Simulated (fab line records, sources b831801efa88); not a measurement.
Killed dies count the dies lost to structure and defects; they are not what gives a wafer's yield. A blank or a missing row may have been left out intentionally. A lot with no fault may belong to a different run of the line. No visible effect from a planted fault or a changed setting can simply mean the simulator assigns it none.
Problem report in the 8D (eight disciplines) form, filled by code	flow sky130	the parts of the form that need people (team, actions taken, sign-off) are left out

== 1. THE PROBLEM ==
run length s at SKY_SONOS_TUNNEL_SOFTBAKE_03 reads a mean of 94.77 s on 2 wafers of 2 lots; wafers without a fault read 89.07 s with a standard deviation of 0.11. That puts it +52 standard deviations away from the usual mean.
The step: time 60 s.
The first sign was on wafer L174.4 at day 13 01:39, on litho track-01. The record has a number at this step for 41 wafers belonging to 14 lots. The rule behind "out" and "out of limits": a value lying over 4 standard deviations away from the usual mean. The rest of the wafers with a number are treated as sound.

== 2. WHAT IT IS, AND WHAT IT ISN'T ==
question	is	is not
which readings at this step	run length s	-
which lots	L174, L177	L172, L173, L175, L185, L186, L189, L190, L191, L192, L193, L194, L195
which wafers of those lots	L174.4, L177.4	L174.1, L174.5, L177.5
read on which tools	litho track-01	litho track-02, litho track-04
when	from day 13 01:39	up to then (11 sound wafers); but 28 sound wafers of L177, L185, L186, L189, L190, L191, L192, L193, L194, L195 came after

== 3. THE SUSPECTS, EACH WITH WHAT RULES IT OUT ==
Counting: if a tool at a process step up to the reading ran every lot that is out, it stays a suspect. Sound lots after the first of them don't rule it out here, since some wafers of a struck lot are sound.
- plasma asher-03 at SKY_VT_ADJUST_NCORE_STRIP_10 (strips in O2/N2): kept. It ran every lot that is out, first L174 (day 10 13:57).
- litho track-01 at SKY_SONOS_TUNNEL_SOFTBAKE_03 (time 60 s): kept. Every lot that is out went through it, the first being L174 (day 13 01:39); the last sound lot it ran before that was L175 (day 12 23:02). Its own readings are out on those wafers: run length s.
The count leaves litho track-01 at SKY_SONOS_TUNNEL_SOFTBAKE_03 and plasma asher-03 at SKY_VT_ADJUST_NCORE_STRIP_10.

== 4. THE CAUSE (what the simulator had put in) ==
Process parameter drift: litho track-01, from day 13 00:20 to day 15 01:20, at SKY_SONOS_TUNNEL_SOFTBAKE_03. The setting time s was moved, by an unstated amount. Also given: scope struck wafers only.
Of the 2 suspects that counting leaves, this tool is one.

== 5. THE CHAIN OF EFFECTS, in route order ==
Each row: a reading where the mean over the struck wafers with a number is more than 3 standard deviations away from the usual. Readings are gone through only where the record gives a usual standard deviation; hours: the median, over the lots, of the time from a lot's start at the first step in this table giving one to that lot's start at this step; sigmas: the change measured in usual standard deviations.
hours	step	reading	usual	on struck wafers	change	sigmas
0	SKY_SONOS_TUNNEL_SOFTBAKE_03	run length s	89.07 s	94.77	+5.70	+52
Process steps it contains:
- SKY_SONOS_TUNNEL_SOFTBAKE_03: time 60 s.
Later steps that measure or inspect, where all struck wafers having a row at the step show a number for every such reading and not one has moved that far: SKY_SONOS_TUNNEL_TW_MEAS_12.

== 6. HOW IT WOULD HAVE BEEN CAUGHT EARLIER ==
In this record the first reading out of limits was taken at day 13 01:39, 1 hour after the fault began at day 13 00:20.
